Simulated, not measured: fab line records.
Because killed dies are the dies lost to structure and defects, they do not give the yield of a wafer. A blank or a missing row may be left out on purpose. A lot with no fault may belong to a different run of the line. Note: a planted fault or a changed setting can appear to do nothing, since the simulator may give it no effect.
Struck lot and sound lot, side by side | flow sfq_line | 14 steps out of a route of 325
Sound: wafers L351.1, L351.2, L351.5. Struck: wafer L361.5 (L361.2, L361.4, from the same lot, were not struck and are left out); the cause is given at the end.
At each step with rows: each side's tool, then ch and its chambers, then its first start. Under that, the readings that differ: sound wafers | struck wafers | difference of the means | sigmas: that difference in standard deviations of wafers without a fault.
alike: readings with means less than 2 such deviations apart, plus words and numbers identical on both sides. not compared: withheld readings, readings lacking a value on some wafer, bounds such as >300 that could conceal the same value, and numbers that have no deviation in the record and whose values overlap.
Wherever a step has rows on one side only, a row that says differs or no value, or a row with sigmas, the two part there. Numbers that have no deviation but don't overlap get no sigmas and don't part them. A reading that every wafer of one side lacks parts them only if that side has two wafers or more.

first, 1 step without rows for these wafers: SFQ_TRILAYER_M2_STRIP_SOLV_CLEAN_062 (cleans in NMP, time 600 s).
SFQ_TRILAYER_I2_DEP_PECVD_063: deposits SiO2 from SiH4/N2O, time 111.11 s, target thk 500 nm.
  sound on pecvd-03 ch 0,2, day 41 10:34; struck on pecvd-04 ch 2, day 46 17:01
  alike: heater_power_w, throttle_valve_pct
SFQ_TRILAYER_I2_CMP_CMP_064: polishes SiO2.
  sound on cmp-02 ch 0,1,3, day 41 11:39; struck on cmp-02 ch 1, day 46 20:34
  alike: motor_current_A, slurry_flow_ml_min, time_to_endpoint_s
SFQ_I2_BOW_MEAS_917:
  struck on film_metro-04, day 46 21:35; sound on film_metro-02, day 41 13:39
  alike: I2_BOW
SFQ_TRILAYER_I2_METRO_MEASURE_065:
  struck on film_metro-04, day 46 21:53; sound on film_metro-02, day 41 13:46
  alike: thk_nm
then, 6 steps without rows for these wafers: SFQ_TRILAYER_I2_VIA_LITHO_COAT_072 (resist thk 62 nm); SFQ_TRILAYER_I2_VIA_LITHO_COAT_067 (resist thk 650 nm); SFQ_TRILAYER_I2_VIA_LITHO_SOFTBAKE_071; SFQ_TRILAYER_I2_VIA_LITHO_EXPOSE_068 (exposes mask I2, target cd 500 nm); SFQ_TRILAYER_I2_VIA_LITHO_PEB_070 (peb time 60 s); SFQ_TRILAYER_I2_VIA_LITHO_DEVELOP_069 (time 60 s).
SFQ_I2_OVL_MEAS_918:
  struck on overlay-02, day 47 01:08; sound on overlay-02, day 42 06:31
  alike: I2_OVL
SFQ_TRILAYER_I2_VIA_BARC_OPEN_VIA_ETCH_096: etches BARC in O2, target depth 125 nm, time 41.7 s.
  sound on rie_diel-01 ch 1,2, day 42 06:32; struck on rie_diel-04 ch 3, day 47 01:10
  reading    | sound             | struck | difference | sigmas
  bias_w (W) | 79.66 80.49 79.77 | 86.90  | +6.93      | +29
  alike: drypump_motor_current_A, oes_product_au
  not compared: rf_hours_counter_h
SFQ_TRILAYER_I2_VIA_ETCH_VIA_ETCH_070: etches SiO2 in CHF3, stops on Nb, target depth 260 nm.
  sound on rie_diel-01 ch 1,2, day 42 06:35; struck on rie_diel-04 ch 3, day 47 01:12
  reading                     | sound       | struck | difference | sigmas
  drypump_motor_current_A (A) | 5.6 6.3 5.6 | 4.7    | -1.1       | -2
  alike: bias_w, oes_product_au

WHERE THEY PART
Last at SFQ_TRILAYER_I2_VIA_ETCH_VIA_ETCH_070 as far as this record goes, first at SFQ_TRILAYER_I2_VIA_BARC_OPEN_VIA_ETCH_096.

WHY: what the simulator had put in
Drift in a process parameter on rie_diel-04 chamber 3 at SFQ_TRILAYER_I2_VIA_BARC_OPEN_VIA_ETCH_096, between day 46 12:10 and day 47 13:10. Setting bias_w, moved by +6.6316, from 80. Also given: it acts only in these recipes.
